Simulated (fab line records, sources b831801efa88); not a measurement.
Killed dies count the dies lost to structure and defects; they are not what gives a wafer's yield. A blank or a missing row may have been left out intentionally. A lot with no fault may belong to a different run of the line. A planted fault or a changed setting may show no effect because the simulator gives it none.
2 desks looking at one fault -- flow gf180mcu -- each desk has only its own numbers; what lay behind them comes last

## METROLOGY DESK
What the gauges read, lot by lot, whatever tool the lot ran on: means of the sampled wafers that have a number. Marked OUT: a lot whose mean sits more than 4 standard deviations from the usual mean, which makes it out of limits; the brackets give that distance.
Columns: A = MVPSD_RS at GF_VT_IMPLANT_RS_MEAS_49, usual 1167.9 ohm/sq
lot,first seen here,A
L950,day 8 08:49,1166.7
L951,day 8 18:19,1170.6
L952,day 8 22:48,1171.8
L953,day 9 05:41,1171.9
L956,day 10 03:04,1196.1 (+10) OUT
L959,day 11 00:10,1167.7
L961,day 11 10:34,1195.0 (+10) OUT
L964,day 12 10:41,1165.2
L965,day 12 14:02,1167.1
L966,day 12 21:16,1166.2
L970,day 14 00:04,1167.1
Finding of this desk: L956, L961 out of limits, first seen on L956 at day 10 03:04 (MVPSD_RS at GF_VT_IMPLANT_RS_MEAS_49). L950, L951, L952, L953, L959, L964, L965, L966, L970 stayed within limits.

## AT THE TOOL OWNER'S DESK: implanter-01
The tool's own readings at GF_MVPSD_IMPLANT_08: means of the sampled wafers that have a number, for each lot that ran on this tool. Marked OUT: a lot whose mean sits more than 4 standard deviations from the usual mean, which makes it out of limits; the brackets give that distance.
Columns: A = dose_ions_cm2 at GF_MVPSD_IMPLANT_08, usual 1.4997e+13; B = tilt_deg at GF_MVPSD_IMPLANT_08, usual -0.003 degrees
lot,first seen here,A,B
L951,day 6 03:00,1.4988e+13,0.005
L952,day 6 05:33,1.4979e+13,0.013
L953,day 6 12:10,1.5011e+13,-0.010
L956,day 7 06:47,1.4330e+13 (-39) OUT,-0.007
L961,day 8 12:01,1.4334e+13 (-39) OUT,-0.009
L970,day 10 17:48,1.5006e+13,-0.029
This desk finds L956, L961 out of limits, L956 being first, at day 7 06:47 (dose_ions_cm2 at GF_MVPSD_IMPLANT_08). L951, L952, L953, L970 stayed within limits.

## TAKEN TOGETHER
An alarm could have come from the tool owner's desk at day 7 06:47, on L956, L961.
L956, L961 would have let the metrology desk raise an alarm at day 10 03:04.
Of the lots named, all ran GF_MVPSD_IMPLANT_08 on implanter-01.

## WHAT THE SIMULATOR HAD PUT IN
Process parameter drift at GF_MVPSD_IMPLANT_08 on implanter-01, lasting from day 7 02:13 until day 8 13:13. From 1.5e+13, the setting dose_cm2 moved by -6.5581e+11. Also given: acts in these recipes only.
Shown lots that were struck: L956, L961.
Hours from the fault's start to each desk's first reading out of limits: the tool owner's desk, 5; the metrology desk, 73.
